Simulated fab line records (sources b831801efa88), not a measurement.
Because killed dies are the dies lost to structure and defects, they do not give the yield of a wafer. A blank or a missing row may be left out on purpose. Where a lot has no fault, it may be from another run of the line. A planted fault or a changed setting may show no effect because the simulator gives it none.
What tool caused it? :: flow gf180mcu :: 30 wafers from 10 lots sampled at 5 of the route's 602 steps

## WHAT THE GAUGES READ, wafer by wafer
GF_V3_THK_MEAS_01.
lot: L486
measured: day 21 07:02
on: filmMetro-02
V3_CVD_00_THK (nm): 603 589 593

lot: L491
measured: day 23 03:55
on: filmMetro-04
V3_CVD_00_THK (nm): 598 603 611

lot: L494
measured: day 24 10:32
on: filmMetro-02
V3_CVD_00_THK (nm): 598 606 601

lot: L499
measured: day 26 05:01
on: filmMetro-04
V3_CVD_00_THK (nm): 612 617 606

lot: L501
measured: day 26 18:55
on: filmMetro-02
V3_CVD_00_THK (nm): 604 608 606

lot: L505
measured: day 27 21:31
on: filmMetro-03
V3_CVD_00_THK (nm): 595 595 588

lot: L506
measured: day 28 06:14
on: filmMetro-04
V3_CVD_00_THK (nm): 609 603 605

lot: L507
measured: day 28 11:35
on: filmMetro-02
V3_CVD_00_THK (nm): 602 607 610

lot: L508
measured: day 28 16:49
on: filmMetro-02
V3_CVD_00_THK (nm): 590 594 601

lot: L509
measured: day 29 03:45
on: filmMetro-02
V3_CVD_00_THK (nm): 596 599 594

GF_V3_CD_MEAS_14 targets a cd of 260 nm.
lot: L486
measured: day 22 07:22
on: cdSem-01
cdNm (nm): 259.6 259.4 259.6

lot: L491
measured: day 24 03:29
on: cdSem-02
cdNm (nm): 258.4 258.8 258.2

lot: L494
measured: day 25 08:55
on: cdSem-01
cdNm (nm): 259.6 259.8 259.3

lot: L499
measured: day 27 02:32
on: cdSem-01
cdNm (nm): 258.8 260.8 259.8

lot: L501
measured: day 27 15:37
on: cdSem-02
cdNm (nm): 258.5 259.7 258.8

lot: L505
measured: day 28 17:00
on: cdSem-01
cdNm (nm): 259.9 260.1 261.8

lot: L506
measured: day 29 01:47
on: cdSem-01
cdNm (nm): 259.8 259.6 261.3

lot: L507
measured: day 29 05:46
on: cdSem-01
cdNm (nm): 260.5 260.3 261.2

lot: L508
measured: day 29 11:56
on: cdSem-01
cdNm (nm): 259.1 259.9 259.2

lot: L509
measured: day 29 23:06
on: cdSem-02
cdNm (nm): 262.4 261.7 261.5

GF_TOP_METAL_RS_MEAS_05: measurement is done with a four-point probe.
lot: L486
measured: day 27 05:31
on: filmMetro-02
TOP_METAL_ALCU_RS (ohm/sq): 0.03296 0.033 0.0325

lot: L491
measured: day 28 18:42
on: filmMetro-02
TOP_METAL_ALCU_RS (ohm/sq): 0.03247 0.03296 0.03266

lot: L494
measured: day 29 19:43
on: filmMetro-04
TOP_METAL_ALCU_RS (ohm/sq): 0.03286 0.0366 0.03295 0.03283 0.03666 0.03287

lot: L499
measured: day 31 09:17
on: filmMetro-04
TOP_METAL_ALCU_RS (ohm/sq): 0.03216 0.03273 0.0326

lot: L501
measured: day 31 20:34
on: filmMetro-01
TOP_METAL_ALCU_RS (ohm/sq): 0.03262 0.03246 0.03263

lot: L505
measured: day 32 19:09
on: filmMetro-02
TOP_METAL_ALCU_RS (ohm/sq): 0.03265 0.03299 0.0328

lot: L506
measured: day 33 01:40
on: filmMetro-02
TOP_METAL_ALCU_RS (ohm/sq): 0.03262 0.03257 0.03232

lot: L507
measured: day 33 05:08
on: filmMetro-02
TOP_METAL_ALCU_RS (ohm/sq): 0.03211 0.03218 0.03228

lot: L508
measured: day 33 10:23
on: filmMetro-02
TOP_METAL_ALCU_RS (ohm/sq): 0.03292 0.0329 0.03291

lot: L509
measured: day 33 20:07
on: filmMetro-04
TOP_METAL_ALCU_RS (ohm/sq): 0.03207 0.03207 0.03237

GF_TOP_METAL_THK_MEAS_06: measures by xrf.
lot: L486
measured: day 27 05:38
on: filmMetro-02
TOP_METAL_ALCU_THK (nm): 905 901 917

lot: L491
measured: day 28 18:47
on: filmMetro-02
TOP_METAL_ALCU_THK (nm): 919 908 914

lot: L494
measured: day 30 16:26
on: filmMetro-04
TOP_METAL_ALCU_THK (nm): 898 811 901 892 808 896

lot: L499
measured: day 31 09:23
on: filmMetro-04
TOP_METAL_ALCU_THK (nm): 921 909 908

lot: L501
measured: day 31 20:41
on: filmMetro-01
TOP_METAL_ALCU_THK (nm): 912 918 917

lot: L505
measured: day 32 19:16
on: filmMetro-02
TOP_METAL_ALCU_THK (nm): 919 906 909

lot: L506
measured: day 33 01:46
on: filmMetro-02
TOP_METAL_ALCU_THK (nm): 912 914 920

lot: L507
measured: day 33 05:16
on: filmMetro-02
TOP_METAL_ALCU_THK (nm): 924 927 926

lot: L508
measured: day 33 10:30
on: filmMetro-02
TOP_METAL_ALCU_THK (nm): 908 911 912

lot: L509
measured: day 33 20:14
on: filmMetro-04
TOP_METAL_ALCU_THK (nm): 921 919 913

## WHAT TOOL EACH LOT RAN ON (gives the tool, then ch and the chambers of the sampled wafers, and finally the start)
lot: L486
GF_TOP_METAL_SPUTTER_02: pvdSputter-04, day 27 05:25

lot: L491
GF_TOP_METAL_SPUTTER_02: pvdSputter-03, day 28 18:34

lot: L494
GF_TOP_METAL_SPUTTER_02: pvdSputter-03, day 29 19:37

lot: L499
GF_TOP_METAL_SPUTTER_02: pvdSputter-02, day 31 09:10

lot: L501
GF_TOP_METAL_SPUTTER_02: pvdSputter-02, day 31 20:29

lot: L505
GF_TOP_METAL_SPUTTER_02: pvdSputter-02, day 32 19:04

lot: L506
GF_TOP_METAL_SPUTTER_02: pvdSputter-02, day 33 01:33

lot: L507
GF_TOP_METAL_SPUTTER_02: pvdSputter-03, day 33 05:03

lot: L508
GF_TOP_METAL_SPUTTER_02: pvdSputter-04, day 33 10:17

lot: L509
GF_TOP_METAL_SPUTTER_02: pvdSputter-03, day 33 20:01
- GF_TOP_METAL_SPUTTER_02: material AlCu, target thk 900 nm, time 47.82 s.

## AS READ BY THE TOOLS THEMSELVES (means over the sampled wafers that have a number; for cases with no such wafer, the mark the record gives instead)
GF_TOP_METAL_SPUTTER_02.
lot: L486
tool: pvdSputter-04
throttleValvePct (%): 30.3

lot: L491
tool: pvdSputter-03
throttleValvePct (%): 30.1

lot: L494
tool: pvdSputter-03
throttleValvePct (%): 30.2

lot: L499
tool: pvdSputter-02
throttleValvePct (%): 29.8

lot: L501
tool: pvdSputter-02
throttleValvePct (%): 29.8

lot: L505
tool: pvdSputter-02
throttleValvePct (%): 29.7

lot: L506
tool: pvdSputter-02
throttleValvePct (%): 29.2

lot: L507
tool: pvdSputter-03
throttleValvePct (%): 30.6

lot: L508
tool: pvdSputter-04
throttleValvePct (%): 30.2

lot: L509
tool: pvdSputter-03
throttleValvePct (%): 30.1

## THE ANSWER, worked out from the rows above alone
Rule: usual is defined by the lots themselves. The widest of any qualifying gaps counts: lots, ordered by their means at a reading, are off when they make up no more than a third of the lots, leave a main group of 4 or more, and stand apart from it by 3 or more times the standard deviation of that group's means. Not used: any main group whose means are identical at the precision the tables above print for the reading. Also off: a lot with no number at a reading for which 4 or more lots have one. All remaining lots with rows at the step are treated as sound. The gauges are gone through in route order, then the tools' own readings, and for those a lot's mean is taken as printed above. The first step at which some lot is off is used, and at that step the reading that is off furthest; a lot without a number counts as furthest.
Off: L494, seen at GF_TOP_METAL_RS_MEAS_05 (TOP_METAL_ALCU_RS). Mean 0.03257 ohm/sq and standard deviation 0.00025 in the main group.
A tool fits if, at a process step before that reading, it ran every lot that is off, and no sound lot after the first of them. The gauges at GF_TOP_METAL_RS_MEAS_05 are tried like those tools. Not one of the candidates tried fits.

## WHAT HAD BEEN PUT IN BY THE SIMULATOR
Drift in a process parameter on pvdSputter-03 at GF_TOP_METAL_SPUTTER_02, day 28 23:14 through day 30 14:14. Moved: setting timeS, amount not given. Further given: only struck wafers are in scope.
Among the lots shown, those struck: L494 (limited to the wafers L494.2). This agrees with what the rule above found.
